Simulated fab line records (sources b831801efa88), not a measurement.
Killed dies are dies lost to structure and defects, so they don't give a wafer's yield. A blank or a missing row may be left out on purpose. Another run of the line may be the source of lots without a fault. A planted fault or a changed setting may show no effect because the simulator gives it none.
fab line records	flow sky130
record lots=15	wafers=45	last_day=50
route steps=708 shown VIA3@586 METAL5@677 PASSIVATION@681
lots with no fault: from the same line, run without faults
start_h: hours from the record's opening day to when the first of the lot's shown wafers began	wait_h: hours since the lot's step before	" repeats the value in the row above	L1.1+2: several wafers, shown together as one row	- either no value or no given start	* or withheld: withheld	< > ~ a bound
route shown NAME@n: a module of which the file shows steps, and the number in the route of the first	usual: mean and standard deviation over wafers with no fault	same: alike in all rows	chamber/n: place in a boat	sites: each site's reading	_std_site: the values' standard deviation	_edge_site: inner sites' mean taken away from outer sites' mean	radius_mm: how far each site lies from the wafer's centre	mask NAME#n: copy n	behind: the last tool/chamber to shape the wafer	hold: reason for holding the lot/hours on hold/outcome of the hold	device: names the non-switching transistor (n, p or np)	end of line: tests run on the same wafers once the route is complete	step lacking rows: just its recipe	killed: dies that structure and defects cost at the first sort, which is not the same as the wafer's yield	map: a wafer's dies, marking killed ones x, the rest . and places with no die _
set.NAME: setting as actually run; set.NAME@STEP: the setting as run at that earlier step	model.NAME: the simulator's own value behind a step, which no gauge read
the route's steps for a sample of lots (tables are steps, rows are wafers)
services: the hour from which a tool's chamber was out of use, counted from the record's first day as start_h (under 0 if before that day), plus the number of hours and why
## steps
# step SKY_VIA3_OVL_MEAS_13
# usual VIA3_OVL=-3/5.9
lot.wafer	tool	chamber	start_h	wait_h	VIA3_OVL[nm]
L307.2	overlay-02	-	930.32	0.1	-2
L307.4	"	-	"	"	-3
L307.6	"	-	"	"	-6
L311.1	overlay-02	-	958.25	0.1	-18
L311.4	"	-	"	"	2
L311.6	"	-	"	"	0
L312.2	overlay-01	-	960.11	0.1	-6
L312.3	"	-	"	"	-5
L312.6	"	-	"	"	1
L313.1	overlay-01	-	969.80	0.1	0
L313.4	"	-	"	"	1
L313.5	"	-	"	"	-4
L314.3	overlay-01	-	980.66	0.1	8
L314.5	"	-	"	"	4
L314.6	"	-	"	"	-3
L315.1	overlay-01	-	986.21	0.1	-2
L315.2	"	-	"	"	-3
L315.4	"	-	"	"	-4
L316.2	overlay-02	-	993.05	0.1	3
L316.4	"	-	"	"	-2
L316.5	"	-	"	"	-7
L322.1	overlay-02	-	1033.31	0.1	2
L322.4	"	-	"	"	-1
L322.5	"	-	"	"	10
L324.1	overlay-01	-	1044.15	0.1	-3
L324.2	"	-	"	"	-1
L324.6	"	-	"	"	7
L325.1	overlay-01	-	1051.57	0.1	-13
L325.3	"	-	"	"	-12
L325.6	"	-	"	"	-19
L326.1	overlay-02	-	1063.41	0.1	-12
L326.2	"	-	"	"	-4
L326.4	"	-	"	"	-10
L327.2	overlay-02	-	1064.50	0.1	4
L327.5	"	-	"	"	-1
L327.6	"	-	"	"	-2
L328.3	overlay-02	-	1075.72	0.1	-5
L328.4	"	-	"	"	-2
L328.5	"	-	"	"	4
L329.1	overlay-01	-	1078.10	0.1	4
L329.4	"	-	"	"	-10
L329.6	"	-	"	"	0
L330.2	overlay-02	-	1084.72	0.1	10
L330.5	"	-	"	"	-12
L330.6	"	-	"	"	3
# step SKY_VIA3_ETCH_14
# recipe chemistry=N2/H2	target=BARC	ion_energy_ev=200	source_w=500	bias_w=100	pressure_mtorr=30	n2_flow_sccm=100	h2_flow_sccm=200	stop_on=SiO2	time_s=45.9	target_depth_a=600
# usual drypump_motor_current_A=5.7/0.37	oes_product_au=0.855/0.0046	throttle_valve_pct=13.225/0.0087
# same time_s=45.9
lot.wafer	tool	chamber	start_h	wait_h	drypump_motor_current_A	oes_product_au	rf_hours_counter_h	throttle_valve_pct
L307.2	rie_diel-01	2	930.35	0.0	6.3	0.858	16	13.237
L307.4	"	1	"	"	6.0	0.853	23	13.223
L307.6	"	1	"	"	6.0	0.860	-	13.223
L311.1	rie_diel-03	3	958.28	0.0	5.9	0.848	19	13.213
L311.4	"	1	"	"	6.0	0.857	4	13.235
L311.6	"	3	"	"	5.9	0.860	-	13.217
L312.2	rie_diel-03	3	960.14	0.0	5.9	0.856	19	13.223
L312.3	"	0	"	"	5.2	0.856	7	13.229
L312.6	"	3	"	"	5.8	0.855	-	13.221
L313.1	rie_diel-03	1	969.83	0.0	5.9	0.855	4	13.240
L313.4	"	3	"	"	5.9	0.856	19	13.212
L313.5	"	0	"	"	5.1	0.859	-	13.232
L314.3	rie_diel-04	0	980.68	0.0	6.1	0.857	24	13.223
L314.5	"	3	"	"	5.6	0.860	-	13.225
L314.6	"	2	"	"	5.7	0.854	-	13.236
L315.1	rie_diel-04	0	986.25	0.0	6.0	0.846	24	13.223
L315.2	"	2	"	"	5.7	0.854	11	13.235
L315.4	"	3	"	"	5.6	0.852	16	13.231
L316.2	rie_diel-04	2	993.08	0.0	5.7	0.853	11	13.231
L316.4	"	0	"	"	6.1	0.855	25	13.212
L316.5	"	0	"	"	6.1	0.859	-	13.226
L322.1	rie_diel-03	0	1033.34	0.0	5.1	0.860	10	13.227
L322.4	"	3	"	"	5.8	0.856	21	13.237
L322.5	"	0	"	"	5.2	0.847	-	13.233
L324.1	rie_diel-01	2	1044.18	0.0	6.3	0.848	20	13.221
L324.2	"	0	"	"	5.5	0.853	21	13.226
L324.6	"	3	"	"	5.5	0.863	-	13.240
L325.1	rie_diel-01	1	1051.60	0.0	6.0	0.849	28	13.231
L325.3	"	0	"	"	5.5	0.846	22	13.224
L325.6	"	1	"	"	6.0	0.848	-	13.248
L326.1	rie_diel-04	2	1063.44	0.0	5.7	0.854	13	13.220
L326.2	"	1	"	"	6.1	0.852	24	13.213
L326.4	"	0	"	"	6.0	0.851	27	13.232
L327.2	rie_diel-03	2	1064.53	0.0	4.9	0.856	18	13.227
L327.5	"	0	"	"	5.1	0.854	-	13.229
L327.6	"	3	"	"	5.9	0.848	-	13.235
L328.3	rie_diel-01	1	1075.74	0.0	6.0	0.857	29	13.228
L328.4	"	2	"	"	6.3	0.866	20	13.223
L328.5	"	2	"	"	6.3	0.852	-	13.237
L329.1	rie_diel-03	1	1078.13	0.0	6.0	0.845	8	13.217
L329.4	"	2	"	"	4.9	0.862	18	13.231
L329.6	"	2	"	"	4.9	0.860	-	13.226
L330.2	rie_diel-01	1	1084.75	0.0	6.0	0.855	29	13.223
L330.5	"	1	"	"	6.0	0.856	-	13.232
L330.6	"	0	"	"	5.6	0.859	-	13.228
# step SKY_METAL5_STRIP_16
# recipe chemistry=O2/N2	power_w=1400	pressure_mtorr=1500	platen_temp_c=withheld	o2_flow_sccm=3000	n2_flow_sccm=300	overash_fraction=0.5
# usual drypump_motor_current_A=5.7/0.3	oes_product_au=0.711/0.0046	strip_time_to_endpoint_s=13.06/0.11
lot.wafer	tool	chamber	start_h	wait_h	drypump_motor_current_A	oes_product_au	rf_hours_counter_h	strip_time_to_endpoint_s
L307.2	plasma_asher-03	0	1030.30	0.2	5.5	0.708	91	13.15
L307.4	"	0	"	"	5.5	0.712	-	13.09
L307.6	"	1	"	"	5.6	0.704	-	13.16
L311.1	plasma_asher-01	1	1054.61	0.2	5.8	0.715	63	13.06
L311.4	"	1	"	"	5.9	0.713	-	13.17
L311.6	"	1	"	"	5.9	0.706	-	13.15
L312.2	plasma_asher-03	1	1059.25	0.2	5.6	0.707	94	12.94
L312.3	"	1	"	"	5.6	0.710	-	12.90
L312.6	"	1	"	"	5.6	0.706	-	13.01
L313.1	plasma_asher-03	0	1067.01	0.2	5.5	0.702	95	13.17
L313.4	"	0	"	"	5.5	0.706	-	13.06
L313.5	"	1	"	"	5.6	0.717	-	13.07
L314.3	plasma_asher-03	1	1075.19	0.1	5.6	0.713	-	12.93
L314.5	"	1	"	"	5.6	0.712	-	13.07
L314.6	"	0	"	"	5.5	0.704	-	12.95
L315.1	plasma_asher-02	1	1081.31	0.2	5.7	0.715	35	13.11
L315.2	"	0	"	"	6.1	0.709	35	13.21
L315.4	"	0	"	"	6.1	0.719	-	13.05
L316.2	plasma_asher-03	0	1088.11	0.2	5.5	0.716	97	13.18
L316.4	"	1	"	"	5.6	0.711	-	13.15
L316.5	"	0	"	"	5.5	0.713	-	13.13
L322.1	plasma_asher-01	1	1122.65	0.2	5.9	0.705	70	12.86
L322.4	"	1	"	"	5.9	0.709	-	12.96
L322.5	"	1	"	"	5.9	0.710	-	12.84
L324.1	plasma_asher-01	0	1133.37	0.2	5.0	0.705	72	13.05
L324.2	"	1	"	"	5.9	0.710	72	13.13
L324.6	"	1	"	"	5.9	0.716	-	12.99
L325.1	plasma_asher-03	1	1137.06	0.2	5.6	0.708	99	12.83
L325.3	"	0	"	"	5.5	0.706	-	12.87
L325.6	"	1	"	"	5.6	0.708	-	12.86
L326.1	plasma_asher-03	0	1148.36	0.2	5.5	0.708	100	13.19
L326.2	"	1	"	"	5.6	0.707	100	13.25
L326.4	"	1	"	"	5.6	0.713	-	13.19
L327.2	plasma_asher-03	0	1150.02	0.2	5.5	0.706	100	13.08
L327.5	"	1	"	"	5.6	0.709	-	13.14
L327.6	"	0	"	"	5.5	0.708	-	13.22
L328.3	plasma_asher-02	1	1158.85	0.1	5.7	0.713	-	13.33
L328.4	"	0	"	"	6.0	0.710	-	13.15
L328.5	"	1	"	"	5.7	0.711	-	13.31
L329.1	plasma_asher-02	1	1159.80	0.2	5.7	0.713	43	13.08
L329.4	"	0	"	"	6.0	0.714	-	13.09
L329.6	"	0	"	"	6.1	0.716	-	13.03
L330.2	plasma_asher-02	1	1165.85	0.2	5.7	0.704	44	13.20
L330.5	"	1	"	"	5.7	0.703	-	13.21
L330.6	"	0	"	"	6.1	0.710	-	13.16
# step SKY_PASSIVATION_CVD_00
# recipe material=SiO2	target_thk_nm=90	temp_c=400	time_s=withheld	rf_w=600
# usual heater_power_outer_w=403/66	heater_power_w=699/110
lot.wafer	tool	chamber	start_h	wait_h	heater_power_outer_w	heater_power_w
L307.2	pecvd-01	2	1030.90	0.0	409	697
L307.4	"	2	"	"	419	678
L307.6	"	0	"	"	410	687
L311.1	pecvd-02	1	1055.21	0.0	460	805
L311.4	"	0	"	"	554	960
L311.6	"	2	"	"	356	594
L312.2	pecvd-02	2	1059.85	0.0	344	623
L312.3	"	0	"	"	450	809
L312.6	"	2	"	"	369	624
L313.1	pecvd-01	1	1067.65	0.0	376	641
L313.4	"	2	"	"	410	654
L313.5	"	0	"	"	365	640
L314.3	pecvd-03	0	1075.75	0.0	448	741
L314.5	"	2	"	"	408	684
L314.6	"	0	"	"	456	750
L315.1	pecvd-03	2	1081.91	0.0	415	715
L315.2	"	0	"	"	462	768
L315.4	"	1	"	"	325	628
L316.2	pecvd-02	0	1088.70	0.0	542	950
L316.4	"	0	"	"	535	949
L316.5	"	1	"	"	372	692
L322.1	pecvd-01	1	1123.24	0.0	330	599
L322.4	"	0	"	"	392	665
L322.5	"	2	"	"	394	656
L324.1	pecvd-02	2	1134.08	0.0	-	-
L324.2	"	1	"	"	-	-
L324.6	"	1	"	"	-	-
L325.1	pecvd-02	1	1138.23	0.0	-	-
L325.3	"	0	"	"	-	-
L325.6	"	1	"	"	-	-
L326.1	pecvd-01	2	1149.08	0.0	-	-
L326.2	"	0	"	"	-	-
L326.4	"	2	"	"	-	-
L327.2	pecvd-03	0	1151.17	0.0	514	780
L327.5	"	0	"	"	395	657
L327.6	"	2	"	"	425	701
L328.3	pecvd-01	0	1159.41	0.0	422	727
L328.4	"	1	"	"	366	655
L328.5	"	0	"	"	433	706
L329.1	pecvd-02	0	1160.39	0.0	499	928
L329.4	"	2	"	"	316	550
L329.6	"	0	"	"	514	887
L330.2	pecvd-01	2	1166.48	0.0	380	624
L330.5	"	2	"	"	391	635
L330.6	"	1	"	"	338	600
## services
tool	chamber	start_h	hours	kind
pecvd-03	1	907.43	6.1	repair
plasma_asher-03	-	919.48	2.4	repair
pecvd-01	2	946.56	5.5	scheduled_down
plasma_asher-03	-	948.72	15.6	pm
pecvd-02	1	952.75	2.1	scheduled_down
rie_diel-04	3	960.73	11.2	repair
plasma_asher-03	-	968.03	0.8	repair
pecvd-02	2	974.98	2.1	scheduled_down
rie_diel-04	2	998.71	12.8	repair
pecvd-01	0	998.74	8.5	repair
pecvd-01	1	1007.19	-	clean
rie_diel-04	-	1011.29	0.9	repair
pecvd-02	2	1017.32	10.0	repair
rie_diel-01	2	1050.09	15.1	repair
rie_diel-01	-	1056.81	0.7	repair
rie_diel-01	2	1067.18	4.9	repair
rie_diel-01	0	1068.83	3.0	repair
pecvd-01	-	1073.31	6.0	pm
rie_diel-04	0	1074.72	2.0	repair
rie_diel-04	2	1094.67	14.6	repair
plasma_asher-02	-	1102.10	2.7	repair
plasma_asher-03	-	1104.98	28.1	pm
rie_diel-01	-	1123.23	4.0	pm
rie_diel-04	1	1165.02	14.6	repair
## key
first_sign step=SKY_PASSIVATION_CVD_00	reading=tool_record	direction=missing
effect none on later readings
met_at SKY_PASSIVATION_CVD_00
struck_lots L324,L325,L326
later_rows_left_out L324.1,L324.2,L324.6,L325.1,L325.3,L325.6,L326.1,L326.2,L326.4
sort_left_out L324.1,L324.2,L324.6,L325.1,L325.3,L325.6,L326.1,L326.2,L326.4
not_acting_at SKY_VIA3_OVL_MEAS_13,SKY_VIA3_ETCH_14,SKY_METAL5_STRIP_16
onset_between 1123.24 1134.08
fault kind=skipped_step_whole	tool=pecvd-01,pecvd-02	chamber=-	onset_h=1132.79	steps=SKY_PASSIVATION_CVD_00	scope=struck_lots_only
# sort_left_out: the simulated sort isn't trusted on such a fault, so these wafers' sort isn't shown, and their yield isn't known
# later_rows_left_out: the simulator's readings of these wafers behind a module that went badly wrong aren't trusted and aren't shown, but for the sort
